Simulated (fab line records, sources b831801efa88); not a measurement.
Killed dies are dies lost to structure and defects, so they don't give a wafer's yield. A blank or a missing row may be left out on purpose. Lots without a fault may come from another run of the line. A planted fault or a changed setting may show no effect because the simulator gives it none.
Split-lot experiment | flow gf180mcu | 5 lots, 23 wafers read, on a route of 602 steps

THE SPLIT
At GF_M1_SPUTTER_04 (material TiN, target thk 50 nm, time 41.7 s), the setting time_s was moved away from the recipe's 41.7 s on 7 of the 23 wafers read, by -10.7% to +7.1%. The other wafers ran this setting at the recipe's value.

The reading is taken at the split's own step.

THE READING
TiN_of_M1_SPUTTER_04.thk_nm (the simulator's own value, which no gauge read), in nm, at GF_M1_SPUTTER_04 (material TiN, target thk 50 nm, time 41.7 s). The file gives no usual value for it. The 16 wafers here that ran the recipe average 49.77 nm, standard deviation 0.44 nm.

wafer  | tool, chamber at the split | time_s as run, s | against the recipe | TiN_of_M1_SPUTTER_04.thk_nm, nm | against lot-mates on the recipe
L076.1 | pvd_sputter-02, -          | 41.7             | recipe             | 48.95                           | -
L076.5 | pvd_sputter-02, -          | 41.7             | recipe             | 49.01                           | -
L076.6 | pvd_sputter-02, -          | 41.7             | recipe             | 48.99                           | -
L078.1 | pvd_sputter-01, -          | 37.23            | -10.7%             | 44.08                           | -5.82
L078.2 | pvd_sputter-01, -          | 41.7             | recipe             | 50.14                           | -
L078.4 | pvd_sputter-01, -          | 41.7             | recipe             | 49.9                            | -
L078.5 | pvd_sputter-01, -          | 37.23            | -10.7%             | 44.6                            | -5.30
L078.6 | pvd_sputter-01, -          | 41.7             | recipe             | 49.67                           | -
L082.1 | pvd_sputter-01, -          | 44.65            | +7.1%              | 54.51                           | +4.33
L082.2 | pvd_sputter-01, -          | 44.65            | +7.1%              | 54.04                           | +3.86
L082.3 | pvd_sputter-01, -          | 41.7             | recipe             | 49.88                           | -
L082.4 | pvd_sputter-01, -          | 41.7             | recipe             | 50.48                           | -
L082.5 | pvd_sputter-01, -          | 44.65            | +7.1%              | 53.34                           | +3.16
L083.2 | pvd_sputter-04, -          | 41.7             | recipe             | 50.17                           | -
L083.3 | pvd_sputter-04, -          | 41.7             | recipe             | 50.14                           | -
L083.4 | pvd_sputter-04, -          | 41.7             | recipe             | 49.87                           | -
L083.5 | pvd_sputter-04, -          | 41.7             | recipe             | 49.97                           | -
L083.6 | pvd_sputter-04, -          | 41.7             | recipe             | 50.11                           | -
L084.2 | pvd_sputter-02, -          | 41.7             | recipe             | 49.78                           | -
L084.3 | pvd_sputter-02, -          | 41.7             | recipe             | 49.66                           | -
L084.4 | pvd_sputter-02, -          | 38.1             | -8.6%              | 45.15                           | -4.51
L084.5 | pvd_sputter-02, -          | 41.7             | recipe             | 49.55                           | -
L084.6 | pvd_sputter-02, -          | 38.1             | -8.6%              | 45                              | -4.66

THE FIT
A straight line over all 23 wafers: TiN_of_M1_SPUTTER_04.thk_nm changes by +0.544 nm for each +1% of time_s; r = +0.99; the points scatter about the line by 0.46 nm.
The same after taking each lot's own level away (the mean of its wafers on the recipe; 23 wafers): +0.527 nm for each +1%; r = +1.00; scatter 0.24 nm.
On that fit, the largest move of time_s shifts the reading by 5.7 nm.
The lots' own levels span 48.983 to 50.180 nm, that is 2.7 times the standard deviation above.
So the lot-to-lot level changes the slope little: the two slopes agree.
Check: with one of the wafers moved furthest among these (-10.7%) left out of the fit, the line predicts -5.59 nm for it against its lot-mates. It came out at -5.82 nm against them.

OTHER SPLITS ON THESE WAFERS
These wafers also went through other splits before the reading. Each is held against what the fit with the lots' levels taken away leaves over:
other split on the same wafers | wafers away from the commonest value | r with TiN_of_M1_SPUTTER_04.thk_nm (lot level and that fit taken away)
GF_PSD_IMPLANT_09 energy_kev   | 9                                    | -0.11
GF_SAB_CVD_00 time_s           | 8                                    | -0.05
GF_SALICIDE_SPUTTER_02 power_w | 7                                    | -0.44
GF_CONTACT_EXPOSE_11 dose_mj   | 9                                    | +0.10
GF_CONTACT_ETCH_16 source_w    | 6                                    | -0.21

THE FILE'S OWN FIT
TiN_of_M1_SPUTTER_04.thk_nm changes by +0.526 nm for each +1% of time_s, r = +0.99.
